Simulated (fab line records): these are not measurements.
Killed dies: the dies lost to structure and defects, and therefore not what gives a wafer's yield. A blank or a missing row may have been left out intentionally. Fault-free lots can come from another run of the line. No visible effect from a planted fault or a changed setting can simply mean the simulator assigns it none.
Matching of chambers | flow sky130 | SKY_VIA3_STRIP_17 on wet bench-04: 4 sister chambers
The step strips in post etch residue remover, time 1200 s. 16 wafers are shown with their chamber, then 8 later ones without.

## WAFERS PAIRED WITH THEIR CHAMBERS
wafer  | chamber | bath heat duty pct (%) | temp c (C)
L535.1 | 3       | 11.5                   | 72.64
L535.5 | 3       | 12.7                   | 72.37
L535.6 | 3       | 12.1                   | 72.56
L537.1 | 0       | 14.8                   | 72.44
L537.5 | 0       | 14.1                   | 72.34
L537.6 | 0       | 14.1                   | 72.48
L538.1 | 2       | 13.0                   | 72.55
L538.2 | 2       | 13.0                   | 72.65
L538.5 | 2       | 14.0                   | 72.47
L541.1 | 3       | 12.8                   | 72.36
L541.5 | 3       | 11.4                   | 72.31
L541.6 | 3       | 12.6                   | 72.34
L542.2 | 3       | 13.2                   | 72.41
L542.3 | 3       | 12.0                   | 72.35
L542.6 | 3       | 12.9                   | 72.26
L547.1 | 1       | 14.9                   | 72.17

SIGNATURES (averages over the wafers above)
reading            | chamber 0 | chamber 1 | chamber 2 | chamber 3 | scatter within a chamber
bath heat duty pct | 14.333    | 14.900    | 13.333    | 12.356    | 0.593
temp c             | 72.4200   | 72.1700   | 72.5567   | 72.4000   | 0.11
Rule: a wafer's distance from a chamber is the root of the sum, over the readings, of the square of ((its reading less the chamber's mean) divided by the reading's scatter). The wafer belongs to the nearest chamber; if the next one is less than 2 further off, it can't be placed. The scatter is the square root of a quotient: the sum, over the shown wafers, of each reading's squared deviation from its chamber's mean, divided by wafers minus chambers.

## WAFERS WITH NO CHAMBER GIVEN
wafer  | bath heat duty pct (%) | temp c (C)
L547.2 | 13.3                   | 72.47
L547.6 | 14.2                   | 72.43
L546.1 | 13.9                   | 72.51
L546.3 | 12.3                   | 72.36
L546.6 | 11.9                   | 72.45
L548.3 | 13.5                   | 72.50
L548.5 | 13.4                   | 72.48
L548.6 | 12.5                   | 72.39

## EACH ONE'S CHAMBER
wafer  | from the rows above          | in truth
L547.2 | can't be placed: 2 or 3 or 0 | 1
L547.6 | can't be placed: 0 or 2      | 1
L546.1 | can't be placed: 2 or 0 or 3 | 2
L546.3 | 3                            | 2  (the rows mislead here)
L546.6 | can't be placed: 3 or 2      | 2
L548.3 | can't be placed: 2 or 0 or 3 | 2
L548.5 | can't be placed: 2 or 0 or 3 | 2
L548.6 | can't be placed: 3 or 2      | 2
Correct placement for 0 of the 8. Can't be placed from these rows: 7 (the true chamber is among the candidates in 5). Placed wrongly: 1.
